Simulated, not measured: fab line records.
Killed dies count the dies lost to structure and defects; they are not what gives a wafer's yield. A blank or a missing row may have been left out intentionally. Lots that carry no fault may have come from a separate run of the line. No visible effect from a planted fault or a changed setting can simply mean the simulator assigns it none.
fab line records + flow gf180mcu
[record]
- lots = 6
- wafers = 18
- lastDay = 34
route steps=602 shown V4@498 MIM@503
lots untouched by any fault: they come from a run of this same line in which no faults occurred
startH: the number of hours between the record's first day and the start of the first shown wafer of the lot + waitH: time in hours since the lot's previous step + " unchanged from the row above + L1.1+2: a row that stands for several wafers + - either no value or no given start + * or withheld: withheld + < > ~ a bound
route shown NAME@n: names a module that has steps shown in the file, with the first one's number in the route + usual: average and standard deviation across the fault-free wafers + same: alike in all rows + chamber/n: place in a boat + sites: per-site readings + _std_site: standard deviation of those values + _edge_site: mean of outer sites minus mean of inner sites + radiusMm: for every site, how far away it sits from the centre of the wafer + mask NAME#n: copy n + behind: the tool/chamber that last shaped the wafer + hold: why the lot went on hold/how many hours it stayed there/how the hold came to an end + device: the transistor (n, p or np) that didn't switch + end of line: at the end of the route, the tests of the same wafers + step lacking rows: just its recipe + killed: dies that structure and defects cost at the first sort, which is not the same as the wafer's yield + map: shows each die of a wafer: x if killed, . if not, _ if none is there
set.NAME: setting as actually run; set.NAME@STEP: the setting as run at that earlier step + model.NAME: the simulator's own value behind a step, which no gauge read
certain route steps with their lots: each step a table, each wafer a row
services: a tool's chamber out of use, with start hour (startH, from the record's first day; less than 0 if before it), hours out, and reason
[[steps]]
[step GF_V4_SPUTTER_22]
[recipe]
- material = TiN
- targetThkNm = 10
- chamberPressurePa = 5
- powerW = 4000
- timeS = 40
[step GF_V4_CVD_23]
[recipe]
- material = W
- targetThkNm = 350
- timeS = 104.9
- tempC = 400
- pressureTorr = 40
[usual]
- heaterPowerW = 1009/110
| lot.wafer | tool    | chamber | startH | waitH | heaterPowerW |
|-----------|---------|---------|--------|-------|--------------|
| L928.4    | cvdW-02 | 0       | 580.91 | 0.1   | 899          |
| L928.5    | "       | 0       | "      | "     | 890          |
| L928.6    | "       | 1       | "      | "     | 873          |
| L934.2    | cvdW-01 | 0       | 622.62 | 0.0   | 1001         |
| L934.4    | "       | 1       | "      | "     | 1174         |
| L934.5    | "       | 0       | "      | "     | 1019         |
| L936.3    | cvdW-01 | 0       | 643.34 | 0.1   | 1026         |
| L936.4    | "       | 1       | "      | "     | 1142         |
| L936.6    | "       | 1       | "      | "     | 1167         |
| L942.3    | cvdW-02 | 1       | 679.09 | 0.1   | 899          |
| L942.4    | "       | 0       | "      | "     | 920          |
| L942.6    | "       | 0       | "      | "     | 893          |
| L946.1    | cvdW-01 | 0       | 704.15 | 0.0   | 1049         |
| L946.3    | "       | 0       | "      | "     | 1048         |
| L946.4    | "       | 1       | "      | "     | 1158         |
| L949.2    | cvdW-01 | 0       | 725.43 | 0.0   | 1031         |
| L949.4    | "       | 0       | "      | "     | 1047         |
| L949.6    | "       | 0       | "      | "     | 1035         |
[step GF_V4_RS_MEAS_24]
[recipe]
- thkMeasGauge = four-point-probe
- reads = W_of_V4_CVD_23+TiN_of_V4_SPUTTER_22+Ti_of_V4_SPUTTER_21
[usual]
- V4_W_RS = 0.326/0.0033
| lot.wafer | tool         | chamber | startH | waitH | V4_W_RS[ohm/sq] |
|-----------|--------------|---------|--------|-------|-----------------|
| L928.4    | filmMetro-02 | -       | 581.04 | 0.1   | 0.321           |
| L928.5    | "            | -       | "      | "     | 0.321           |
| L928.6    | "            | -       | "      | "     | 0.323           |
| L934.2    | filmMetro-02 | -       | 622.75 | 0.1   | 0.326           |
| L934.4    | "            | -       | "      | "     | 0.325           |
| L934.5    | "            | -       | "      | "     | 0.330           |
| L936.3    | filmMetro-04 | -       | 643.45 | 0.1   | 0.329           |
| L936.4    | "            | -       | "      | "     | 0.326           |
| L936.6    | "            | -       | "      | "     | 0.331           |
| L942.3    | filmMetro-02 | -       | 679.20 | 0.1   | 0.330           |
| L942.4    | "            | -       | "      | "     | 0.326           |
| L942.6    | "            | -       | "      | "     | 0.326           |
| L946.1    | filmMetro-04 | -       | 704.26 | 0.1   | 0.325           |
| L946.3    | "            | -       | "      | "     | 0.324           |
| L946.4    | "            | -       | "      | "     | 0.326           |
| L949.2    | filmMetro-01 | -       | 725.56 | 0.1   | 0.329           |
| L949.4    | "            | -       | "      | "     | 0.331           |
| L949.6    | "            | -       | "      | "     | 0.327           |
[step GF_V4_THK_MEAS_25]
[recipe]
- thkMeasGauge = xrf
- reads = W_of_V4_CVD_23
[usual]
- V4_W_THK = 379/4.6
| lot.wafer | tool         | chamber | startH | waitH | V4_W_THK[nm] |
|-----------|--------------|---------|--------|-------|--------------|
| L928.4    | filmMetro-02 | -       | 581.13 | 0.1   | 382          |
| L928.5    | "            | -       | "      | "     | 384          |
| L928.6    | "            | -       | "      | "     | 381          |
| L934.2    | filmMetro-02 | -       | 622.86 | 0.1   | 380          |
| L934.4    | "            | -       | "      | "     | 382          |
| L934.5    | "            | -       | "      | "     | 375          |
| L936.3    | filmMetro-04 | -       | 643.55 | 0.1   | 379          |
| L936.4    | "            | -       | "      | "     | 379          |
| L936.6    | "            | -       | "      | "     | 374          |
| L942.3    | filmMetro-02 | -       | 679.30 | 0.1   | 370          |
| L942.4    | "            | -       | "      | "     | 376          |
| L942.6    | "            | -       | "      | "     | 374          |
| L946.1    | filmMetro-04 | -       | 704.38 | 0.1   | 380          |
| L946.3    | "            | -       | "      | "     | 382          |
| L946.4    | "            | -       | "      | "     | 378          |
| L949.2    | filmMetro-01 | -       | 725.67 | 0.1   | 376          |
| L949.4    | "            | -       | "      | "     | 373          |
| L949.6    | "            | -       | "      | "     | 382          |
[step GF_V4_CMP_26]
[recipe]
- stopOn = SiO2
- downForcePsi = 3.5
- platenRpm = 60
- tOverpolishS = 15
- targetThkNm = 0
- padVelocityMS = 0.94248
[step GF_MIM_SPUTTER_00]
[recipe]
- material = Ti
- targetThkNm = 37.5
- arrivingIonEnergyEv = 80
- substrateTempC = 200
- chamberPressurePa = 2
- powerW = 4000
- timeS = 150
[usual]
- throttleValvePct = 29.6/0.77
| lot.wafer | tool          | chamber | startH | waitH | throttleValvePct |
|-----------|---------------|---------|--------|-------|------------------|
| L928.4    | pvdSputter-04 | -       | 581.51 | 0.2   | 30.5             |
| L928.5    | "             | -       | "      | "     | 29.4             |
| L928.6    | "             | -       | "      | "     | 30.1             |
| L934.2    | pvdSputter-02 | -       | 623.21 | 0.2   | 29.5             |
| L934.4    | "             | -       | "      | "     | 30.5             |
| L934.5    | "             | -       | "      | "     | 27.9             |
| L936.3    | pvdSputter-02 | -       | 643.89 | 0.1   | 29.8             |
| L936.4    | "             | -       | "      | "     | 29.2             |
| L936.6    | "             | -       | "      | "     | 29.6             |
| L942.3    | pvdSputter-04 | -       | 679.83 | 0.2   | 29.5             |
| L942.4    | "             | -       | "      | "     | 30.6             |
| L942.6    | "             | -       | "      | "     | 28.9             |
| L946.1    | pvdSputter-04 | -       | 704.74 | 0.2   | 30.4             |
| L946.3    | "             | -       | "      | "     | 30.2             |
| L946.4    | "             | -       | "      | "     | 29.5             |
| L949.2    | pvdSputter-01 | -       | 726.02 | 0.1   | 29.9             |
| L949.4    | "             | -       | "      | "     | 28.3             |
| L949.6    | "             | -       | "      | "     | 28.4             |
[step GF_MIM_SPUTTER_01]
[recipe]
- material = TiN
- targetThkNm = 30
- powerW = 6500
- timeS = 25
- chamberPressurePa = 0.4
[usual]
- throttleValvePct = 29.6/0.78
| lot.wafer | tool          | chamber | startH | waitH | throttleValvePct |
|-----------|---------------|---------|--------|-------|------------------|
| L928.4    | pvdSputter-04 | -       | 581.58 | 0.0   | 30.2             |
| L928.5    | "             | -       | "      | "     | 29.3             |
| L928.6    | "             | -       | "      | "     | 30.3             |
| L934.2    | pvdSputter-02 | -       | 623.31 | 0.1   | 29.8             |
| L934.4    | "             | -       | "      | "     | 30.1             |
| L934.5    | "             | -       | "      | "     | 27.8             |
| L936.3    | pvdSputter-02 | -       | 643.99 | 0.1   | 29.9             |
| L936.4    | "             | -       | "      | "     | 29.4             |
| L936.6    | "             | -       | "      | "     | 29.7             |
| L942.3    | pvdSputter-04 | -       | 679.93 | 0.1   | 29.4             |
| L942.4    | "             | -       | "      | "     | 30.6             |
| L942.6    | "             | -       | "      | "     | 29.1             |
| L946.1    | pvdSputter-04 | -       | 704.84 | 0.1   | 30.4             |
| L946.3    | "             | -       | "      | "     | 30.1             |
| L946.4    | "             | -       | "      | "     | 29.4             |
| L949.2    | pvdSputter-01 | -       | 726.12 | 0.1   | 30.3             |
| L949.4    | "             | -       | "      | "     | 28.6             |
| L949.6    | "             | -       | "      | "     | 28.1             |
[step GF_MIM_SPUTTER_02]
[recipe]
- material = AlCu
- targetThkNm = 450
- powerW = 10600
- timeS = 23.9
- chamberPressurePa = 0.4
[step GF_MIM_SPUTTER_03]
[recipe]
- material = Ti
- targetThkNm = 10
- substrateTempC = 300
- chamberPressurePa = 0.3
- powerW = 3000
- timeS = 6.7
[usual]
- throttleValvePct = 29.6/0.8
| lot.wafer | tool          | chamber | startH | waitH | throttleValvePct |
|-----------|---------------|---------|--------|-------|------------------|
| L928.4    | pvdSputter-04 | -       | 581.63 | 0.0   | 30.6             |
| L928.5    | "             | -       | "      | "     | 29.4             |
| L928.6    | "             | -       | "      | "     | 30.3             |
| L934.2    | pvdSputter-02 | -       | 623.37 | 0.0   | 29.7             |
| L934.4    | "             | -       | "      | "     | 30.2             |
| L934.5    | "             | -       | "      | "     | 27.9             |
| L936.3    | pvdSputter-02 | -       | 644.05 | 0.0   | 29.5             |
| L936.4    | "             | -       | "      | "     | 29.6             |
| L936.6    | "             | -       | "      | "     | 29.4             |
| L942.3    | pvdSputter-04 | -       | 680.00 | 0.0   | 29.3             |
| L942.4    | "             | -       | "      | "     | 30.5             |
| L942.6    | "             | -       | "      | "     | 29.4             |
| L946.1    | pvdSputter-04 | -       | 704.90 | 0.0   | 30.4             |
| L946.3    | "             | -       | "      | "     | 30.3             |
| L946.4    | "             | -       | "      | "     | 29.4             |
| L949.2    | pvdSputter-01 | -       | 726.18 | 0.0   | 29.9             |
| L949.4    | "             | -       | "      | "     | 28.7             |
| L949.6    | "             | -       | "      | "     | 28.8             |
[step GF_MIM_SPUTTER_04]
[recipe]
- material = TiN
- targetThkNm = 50
- powerW = 6500
- timeS = 41.7
- chamberPressurePa = 0.4
[step GF_MIM_CVD_05]
[recipe]
- material = Si3N4
- targetThkNm = 42
- tempMaxC = 400
- tempC = 385
- timeS = 29.086
- rfW = 461.5
[usual]
- heaterPowerW = 620/120
- rfFwdPowerW = 454.9/2
| lot.wafer | tool     | chamber | startH | waitH | heaterPowerW | rfFwdPowerW |
|-----------|----------|---------|--------|-------|--------------|-------------|
| L928.4    | pecvd-02 | 1       | 581.70 | 0.0   | 837          | 455.3       |
| L928.5    | "        | 2       | "      | "     | 535          | 453.7       |
| L928.6    | "        | 0       | "      | "     | 666          | 458.1       |
| L934.2    | pecvd-02 | 0       | 623.43 | 0.0   | 713          | 458.8       |
| L934.4    | "        | 1       | "      | "     | 800          | 456.0       |
| L934.5    | "        | 2       | "      | "     | 649          | 455.1       |
| L936.3    | pecvd-04 | 2       | 644.11 | 0.0   | 626          | 453.1       |
| L936.4    | "        | 1       | "      | "     | 515          | 455.2       |
| L936.6    | "        | 0       | "      | "     | 684          | 451.1       |
| L942.3    | pecvd-04 | 1       | 680.06 | 0.0   | 529          | 454.4       |
| L942.4    | "        | 2       | "      | "     | 674          | 451.1       |
| L942.6    | "        | 1       | "      | "     | 535          | 455.5       |
| L946.1    | pecvd-01 | 2       | 704.96 | 0.0   | 488          | 454.1       |
| L946.3    | "        | 1       | "      | "     | 685          | 455.7       |
| L946.4    | "        | 1       | "      | "     | 711          | 457.2       |
| L949.2    | pecvd-01 | 0       | 726.24 | 0.0   | 429          | 451.6       |
| L949.4    | "        | 0       | "      | "     | 435          | 455.5       |
| L949.6    | "        | 1       | "      | "     | 640          | 456.6       |
[step GF_MIM_THK_MEAS_06]
[recipe]
- reads = Si3N4_of_MIM_CVD_05
[usual]
- MIM_CVD_05_THK = 42.1/0.51
| lot.wafer | tool         | chamber | startH | waitH | MIM_CVD_05_THK[nm] |
|-----------|--------------|---------|--------|-------|--------------------|
| L928.4    | filmMetro-03 | -       | 581.75 | 0.0   | 42.7               |
| L928.5    | "            | -       | "      | "     | 42.2               |
| L928.6    | "            | -       | "      | "     | 42.1               |
| L934.2    | filmMetro-01 | -       | 623.48 | 0.0   | 42.0               |
| L934.4    | "            | -       | "      | "     | 42.4               |
| L934.5    | "            | -       | "      | "     | 42.8               |
| L936.3    | filmMetro-03 | -       | 644.17 | 0.0   | 41.3               |
| L936.4    | "            | -       | "      | "     | 42.6               |
| L936.6    | "            | -       | "      | "     | 42.2               |
| L942.3    | filmMetro-04 | -       | 680.11 | 0.0   | 41.7               |
| L942.4    | "            | -       | "      | "     | 42.0               |
| L942.6    | "            | -       | "      | "     | 42.8               |
| L946.1    | filmMetro-03 | -       | 705.00 | 0.0   | 42.1               |
| L946.3    | "            | -       | "      | "     | 42.4               |
| L946.4    | "            | -       | "      | "     | 43.2               |
| L949.2    | filmMetro-03 | -       | 726.28 | 0.0   | 41.8               |
| L949.4    | "            | -       | "      | "     | 42.5               |
| L949.6    | "            | -       | "      | "     | 42.8               |
[step GF_MIM_SPUTTER_07]
[recipe]
- material = TiN
- targetThkNm = 60
- powerW = 6500
- timeS = 50
- chamberPressurePa = 0.4
[usual]
- throttleValvePct = 29.5/0.75
| lot.wafer | tool          | chamber | startH | waitH | throttleValvePct | model.TiN_of_MIM_SPUTTER_07.thkNm |
|-----------|---------------|---------|--------|-------|------------------|-----------------------------------|
| L928.4    | pvdSputter-02 | -       | 581.78 | 0.0   | 29.7             | 59.74                             |
| L928.5    | "             | -       | "      | "     | 29.6             | 59.34                             |
| L928.6    | "             | -       | "      | "     | 28.0             | 59.76                             |
| L934.2    | pvdSputter-01 | -       | 623.53 | 0.0   | 29.8             | 54.14                             |
| L934.4    | "             | -       | "      | "     | 29.1             | 54.5                              |
| L934.5    | "             | -       | "      | "     | 29.7             | 54.57                             |
| L936.3    | pvdSputter-01 | -       | 644.21 | 0.0   | 28.4             | 54.49                             |
| L936.4    | "             | -       | "      | "     | 29.3             | 54.45                             |
| L936.6    | "             | -       | "      | "     | 29.6             | 54.07                             |
| L942.3    | pvdSputter-02 | -       | 680.15 | 0.0   | 30.1             | 60.21                             |
| L942.4    | "             | -       | "      | "     | 29.5             | 60.13                             |
| L942.6    | "             | -       | "      | "     | 30.2             | 60.02                             |
| L946.1    | pvdSputter-01 | -       | 705.06 | 0.1   | 29.9             | 58.47                             |
| L946.3    | "             | -       | "      | "     | 29.4             | 58.63                             |
| L946.4    | "             | -       | "      | "     | 28.4             | 59.4                              |
| L949.2    | pvdSputter-02 | -       | 726.33 | 0.0   | 28.1             | 59.23                             |
| L949.4    | "             | -       | "      | "     | 30.1             | 59.37                             |
| L949.6    | "             | -       | "      | "     | 29.7             | 59.04                             |
[step GF_MIM_SPUTTER_08]
[recipe]
- material = AlCu
- targetThkNm = 200
- powerW = 10600
- timeS = 10.6
- chamberPressurePa = 0.4
[[services]]
| tool          | chamber | startH | hours | kind                  |
|---------------|---------|--------|-------|-----------------------|
| pvdSputter-04 | 2       | 575.76 | -     | consumableReplace:kit |
| pvdSputter-04 | 2       | 575.76 | 18.0  | scheduledDown         |
| pvdSputter-04 | 2       | 575.76 | 18.0  | ventCycle             |
| cvdW-02       | -       | 581.61 | 0.8   | repair                |
| pecvd-02      | -       | 588.01 | 6.0   | pm                    |
| pecvd-01      | -       | 591.12 | 14.0  | pm                    |
| pecvd-01      | 0       | 591.12 | 14.0  | ventCycle             |
| pvdSputter-01 | -       | 612.34 | 6.5   | repair                |
| pvdSputter-01 | -       | 623.78 | 6.4   | repair                |
| pecvd-04      | -       | 626.13 | 0.3   | repair                |
| pvdSputter-02 | -       | 626.18 | 3.9   | repair                |
| pvdSputter-02 | -       | 628.41 | 2.7   | repair                |
| pvdSputter-04 | -       | 636.98 | 5.3   | repair                |
| pvdSputter-02 | -       | 645.91 | 6.9   | repair                |
| cvdW-01       | 0       | 671.22 | 8.0   | repair                |
| pvdSputter-04 | 1       | 674.79 | -     | consumableReplace:kit |
| pvdSputter-04 | 1       | 674.79 | 18.0  | scheduledDown         |
| pvdSputter-04 | 1       | 674.79 | 18.0  | ventCycle             |
| pvdSputter-02 | 3       | 692.29 | -     | consumableReplace:kit |
| pvdSputter-02 | 3       | 692.29 | 18.0  | scheduledDown         |
| pvdSputter-02 | 3       | 692.29 | 18.0  | ventCycle             |
| cvdW-02       | 1       | 699.15 | 5.0   | repair                |
| pecvd-01      | -       | 700.91 | 1.4   | repair                |
| pecvd-04      | -       | 725.53 | 1.6   | repair                |
[[key]]
firstSign none at tools or gauges
[modelEffect]
- step = GF_MIM_SPUTTER_07
- value = TiN_of_MIM_SPUTTER_07.thkNm
- without = 59.5
- struck = 54.37
metAt GF_MIM_SPUTTER_07
struckWafers L934.2,L934.4,L934.5,L936.3,L936.4,L936.6
alsoFits GF_MIM_SPUTTER_00:pvdSputter-02,GF_MIM_SPUTTER_01:pvdSputter-02,GF_MIM_SPUTTER_03:pvdSputter-02
[fault]
- kind = processParameterDrift
- tool = pvdSputter-01
- chamber = -
- onsetH = 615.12
- steps = GF_MIM_SPUTTER_07
- channel = timeS
- offset = *
- shape = step
- endH = 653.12
- actsIn = *
- stated = *
